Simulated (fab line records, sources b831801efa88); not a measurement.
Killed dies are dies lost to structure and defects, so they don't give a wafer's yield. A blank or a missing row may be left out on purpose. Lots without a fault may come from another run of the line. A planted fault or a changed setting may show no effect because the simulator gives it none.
Chamber matching | flow sky130 | SKY_PASSIVATION_CVD_00 on pecvd-03: 3 sister chambers
The step deposits SiO2, target thk 90 nm. 16 wafers are shown with their chamber, then 8 later ones without.

WAFERS WITH THEIR CHAMBER
wafer  | chamber | heater_power_w (W)
L074.1 | 2       | 584
L074.2 | 0       | 626
L074.4 | 2       | 605
L079.2 | 0       | 627
L079.3 | 1       | 665
L079.4 | 0       | 628
L080.2 | 1       | 622
L080.4 | 0       | 641
L080.6 | 2       | 640
L082.1 | 2       | 607
L082.2 | 1       | 728
L082.3 | 0       | 642
L082.4 | 2       | 628
L082.5 | 1       | 744
L082.6 | 0       | 637
L089.3 | 2       | 574

SIGNATURES (means of the wafers above)
reading        | chamber 0 | chamber 1 | chamber 2 | scatter within a chamber
heater_power_w | 633.50    | 689.75    | 606.33    | 31.7
Rule: a wafer's distance from a chamber is the root of the sum, over the readings, of the square of ((its reading less the chamber's mean) divided by the reading's scatter). The wafer belongs to the nearest chamber; if the next one is less than 2 further off, it can't be placed. The scatter: the root of (the sum of the squares of (reading less its chamber's mean) over the shown wafers, divided by (wafers less chambers)).

WAFERS WITHOUT THEIR CHAMBER
wafer  | heater_power_w (W)
L089.5 | 560
L089.6 | 763
L094.1 | 756
L094.2 | 620
L094.5 | 622
L095.2 | 655
L095.3 | 657
L095.5 | 676

WHICH CHAMBER EACH WENT THROUGH
wafer  | from the rows above          | in truth
L089.5 | can't be placed: 2 or 0      | 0
L089.6 | can't be placed: 1 or 0      | 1
L094.1 | can't be placed: 1 or 0      | 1
L094.2 | can't be placed: 0 or 2 or 1 | 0
L094.5 | can't be placed: 0 or 2 or 1 | 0
L095.2 | can't be placed: 0 or 1 or 2 | 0
L095.3 | can't be placed: 0 or 1 or 2 | 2
L095.5 | can't be placed: 1 or 0 or 2 | 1
Placed correctly: 0 of 8. Can't be placed from these rows: 8 (the true chamber is among the candidates in 8). Placed wrongly: 0.
